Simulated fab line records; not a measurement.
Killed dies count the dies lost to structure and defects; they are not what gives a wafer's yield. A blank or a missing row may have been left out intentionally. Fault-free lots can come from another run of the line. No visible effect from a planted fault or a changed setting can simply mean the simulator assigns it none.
Code-filled problem report in 8D (eight disciplines) form	flow gf180mcu	the parts of the form that need people (team, actions taken, sign-off) are left out

== 1. PROBLEM STATEMENT ==
V5_W_RS at GF_V5_RS_MEAS_24 reads a mean of 0.201 ohm/sq on 4 wafers of 2 lots; wafers without a fault read 0.329 ohm/sq with a standard deviation of 0.003. Measured from the usual mean, that is -43 standard deviations.
The step: measures by four-point-probe.
Earliest sighting: wafer L668.1 on filmMetro-04 at day 32 05:07. The record has a number at this step for 30 wafers belonging to 10 lots. Rule for "out", or "out of limits": more than 4 standard deviations from the usual mean. All remaining wafers that have a number are taken as sound.

== 2. WHAT IT IS AND WHAT IT IS NOT ==
question	is	is not
which readings at this step	V5_W_RS	-
which lots	L668, L670	L653, L654, L657, L659, L660, L662, L664, L666
which wafers of those lots	L668.1, L668.3, L668.6, L670.5	L670.1, L670.4
read on which gauges	filmMetro-02, filmMetro-04	filmMetro-03
when	from day 32 05:07	up to then (24 sound wafers); but 2 sound wafers of L670 came after

== 3. WHAT RULES OUT EACH SUSPECT ==
Counting: a tool at a process step up to the reading stays a suspect if it ran every lot that is out. Sound lots after the first of them don't rule it out here, since some wafers of a struck lot are sound.
- the gauge at GF_V5_RS_MEAS_24 has been ruled out. 2 gauges (filmMetro-02, filmMetro-04) read the wafers that are out.
- cvdW-02 at GF_V5_CVD_23 (deposits W, target thk 350 nm, time 104.9 s): kept. Ran every lot that is out, first one L668 (day 32 05:00); last sound lot up to then L662 (day 30 12:31).
- Within cvdW-02 at GF_V5_CVD_23: the wafers that are out ran in chamber 0; their sound lot-mates ran in chamber 1.
Remaining after the count: cvdW-02 at GF_V5_CVD_23.

== 4. THE CAUSE (what the simulator had put in) ==
cvdW-02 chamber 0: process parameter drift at GF_V5_CVD_23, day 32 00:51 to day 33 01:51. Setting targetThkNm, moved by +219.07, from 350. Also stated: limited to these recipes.
The count eliminated every tool but this one.

== 5. THE CHAIN OF EFFECTS, in route order ==
Each row: a reading where the mean over the struck wafers with a number is more than 3 standard deviations away from the usual. Only readings for which the record gives a usual standard deviation are gone through. hours: the time from each lot's start at the first step in this table that gives one to its start at this step, as a median over the lots. sigmas: the change in usual standard deviations.
hours	step	reading	usual	on struck wafers	change	sigmas
0	GF_V5_RS_MEAS_24	V5_W_RS	0.329 ohm/sq	0.201	-0.128	-43
6	GF_V5_THK_MEAS_25	V5_W_THK	352 nm	570	+218	+53
10	GF_V5_CMP_26	timeToEndpointS	84.0 s	135.0	+51.0	+18
The process steps in it:
- GF_V5_CMP_26: polishes, stops on SiO2, t overpolish 15 s, target thk 0 nm.

== 6. HOW IT WOULD HAVE BEEN CAUGHT EARLIER ==
4 hours passed between the start of the fault at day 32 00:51 and the first reading out of limits at a measuring or inspecting step in this record, taken at day 32 05:07.
No tool reading at GF_V5_CVD_23 that has a usual standard deviation in the record was out on any struck wafer, so an alarm limit of 4 standard deviations on those readings would not have fired.
Among the 2 lots that are out, L670 began GF_V5_CVD_23 on cvdW-02 after day 32 05:07. Holding the tool at that time would have saved it.
